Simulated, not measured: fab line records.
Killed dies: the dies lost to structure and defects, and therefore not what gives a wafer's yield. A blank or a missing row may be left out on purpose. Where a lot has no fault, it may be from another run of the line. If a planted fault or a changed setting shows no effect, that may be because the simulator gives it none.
Matching of chambers || flow sky130 || SKY_PASSIVATION_ETCH_11 on rie_diel-01 has 4 sister chambers
The step etches the open film in CF4/O2, stops on AlCu, target depth 725 nm, time 161.1 s. 16 wafers are shown with their chamber, then 8 later ones without.

== WAFERS WITH THEIR CHAMBER ==
{"wafer": "L078.3", "chamber": 2, "drypump_motor_current_A (A)": 5.7, "oes_product_au (a.u.)": 0.973, "throttle_valve_pct (%)": 5.962}
{"wafer": "L078.5", "chamber": 3, "drypump_motor_current_A (A)": 6.2, "oes_product_au (a.u.)": 0.978, "throttle_valve_pct (%)": 5.965}
{"wafer": "L078.6", "chamber": 2, "drypump_motor_current_A (A)": 5.7, "oes_product_au (a.u.)": 0.993, "throttle_valve_pct (%)": 5.963}
{"wafer": "L082.2", "chamber": 0, "drypump_motor_current_A (A)": 5.6, "oes_product_au (a.u.)": 0.970, "throttle_valve_pct (%)": 5.959}
{"wafer": "L082.3", "chamber": 2, "drypump_motor_current_A (A)": 5.7, "oes_product_au (a.u.)": 0.976, "throttle_valve_pct (%)": 5.978}
{"wafer": "L082.4", "chamber": 2, "drypump_motor_current_A (A)": 5.7, "oes_product_au (a.u.)": 0.977, "throttle_valve_pct (%)": 5.962}
{"wafer": "L081.1", "chamber": 0, "drypump_motor_current_A (A)": 5.6, "oes_product_au (a.u.)": 0.969, "throttle_valve_pct (%)": 5.945}
{"wafer": "L081.2", "chamber": 1, "drypump_motor_current_A (A)": 5.5, "oes_product_au (a.u.)": 0.975, "throttle_valve_pct (%)": 5.980}
{"wafer": "L081.4", "chamber": 0, "drypump_motor_current_A (A)": 5.7, "oes_product_au (a.u.)": 0.987, "throttle_valve_pct (%)": 5.958}
{"wafer": "L084.2", "chamber": 1, "drypump_motor_current_A (A)": 5.5, "oes_product_au (a.u.)": 0.968, "throttle_valve_pct (%)": 5.963}
{"wafer": "L084.3", "chamber": 0, "drypump_motor_current_A (A)": 5.6, "oes_product_au (a.u.)": 0.965, "throttle_valve_pct (%)": 5.956}
{"wafer": "L084.5", "chamber": 0, "drypump_motor_current_A (A)": 5.7, "oes_product_au (a.u.)": 0.971, "throttle_valve_pct (%)": 5.972}
{"wafer": "L089.2", "chamber": 1, "drypump_motor_current_A (A)": 5.5, "oes_product_au (a.u.)": 0.971, "throttle_valve_pct (%)": 5.960}
{"wafer": "L089.4", "chamber": 0, "drypump_motor_current_A (A)": 5.6, "oes_product_au (a.u.)": 0.985, "throttle_valve_pct (%)": 5.951}
{"wafer": "L089.5", "chamber": 2, "drypump_motor_current_A (A)": 5.7, "oes_product_au (a.u.)": 0.983, "throttle_valve_pct (%)": 5.959}
{"wafer": "L091.1", "chamber": 1, "drypump_motor_current_A (A)": 5.5, "oes_product_au (a.u.)": 0.973, "throttle_valve_pct (%)": 5.966}

SIGNATURES, as means of the wafers listed above
{"reading": "drypump_motor_current_A", "chamber 0": 5.633, "chamber 1": 5.500, "chamber 2": 5.700, "chamber 3": 6.200, "scatter within a chamber": 0.0333}
{"reading": "oes_product_au", "chamber 0": 0.97450, "chamber 1": 0.97175, "chamber 2": 0.98040, "chamber 3": 0.97800, "scatter within a chamber": 0.00762}
{"reading": "throttle_valve_pct", "chamber 0": 5.95683, "chamber 1": 5.96725, "chamber 2": 5.96480, "chamber 3": 5.96500, "scatter within a chamber": 0.00853}
Rule: a wafer lies at a distance from a chamber equal to the root of the sum of squares, over the readings, of (its reading less the chamber's mean, divided by the reading's scatter). The wafer belongs to the nearest chamber; if the next one is less than 2 further off, it can't be placed. The scatter is the square root of a quotient: the sum, over the shown wafers, of each reading's squared deviation from its chamber's mean, divided by wafers minus chambers.

== WAFERS WITH NO CHAMBER GIVEN ==
{"wafer": "L091.2", "drypump_motor_current_A (A)": 5.7, "oes_product_au (a.u.)": 0.979, "throttle_valve_pct (%)": 5.971}
{"wafer": "L091.4", "drypump_motor_current_A (A)": 6.2, "oes_product_au (a.u.)": 0.977, "throttle_valve_pct (%)": 5.965}
{"wafer": "L095.1", "drypump_motor_current_A (A)": 5.5, "oes_product_au (a.u.)": 0.971, "throttle_valve_pct (%)": 5.960}
{"wafer": "L095.4", "drypump_motor_current_A (A)": 6.1, "oes_product_au (a.u.)": 0.983, "throttle_valve_pct (%)": 5.974}
{"wafer": "L095.5", "drypump_motor_current_A (A)": 5.5, "oes_product_au (a.u.)": 0.972, "throttle_valve_pct (%)": 5.967}
{"wafer": "L097.1", "drypump_motor_current_A (A)": 5.7, "oes_product_au (a.u.)": 0.966, "throttle_valve_pct (%)": 5.953}
{"wafer": "L097.4", "drypump_motor_current_A (A)": 6.1, "oes_product_au (a.u.)": 0.985, "throttle_valve_pct (%)": 5.963}
{"wafer": "L097.5", "drypump_motor_current_A (A)": 6.1, "oes_product_au (a.u.)": 0.979, "throttle_valve_pct (%)": 5.963}

== WHICH CHAMBER EACH ONE RAN IN ==
{"wafer": "L091.2", "from the rows above": "can't be placed: 2 or 0", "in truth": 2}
{"wafer": "L091.4", "from the rows above": 3, "in truth": 3}
{"wafer": "L095.1", "from the rows above": 1, "in truth": 1}
{"wafer": "L095.4", "from the rows above": 3, "in truth": 3}
{"wafer": "L095.5", "from the rows above": 1, "in truth": 1}
{"wafer": "L097.1", "from the rows above": "can't be placed: 0 or 2", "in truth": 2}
{"wafer": "L097.4", "from the rows above": 3, "in truth": 3}
{"wafer": "L097.5", "from the rows above": 3, "in truth": 3}
Correctly placed: 6 of 8. Can't be placed from these rows: 2 (the true chamber is among the candidates in 2). Number placed wrongly: 0.
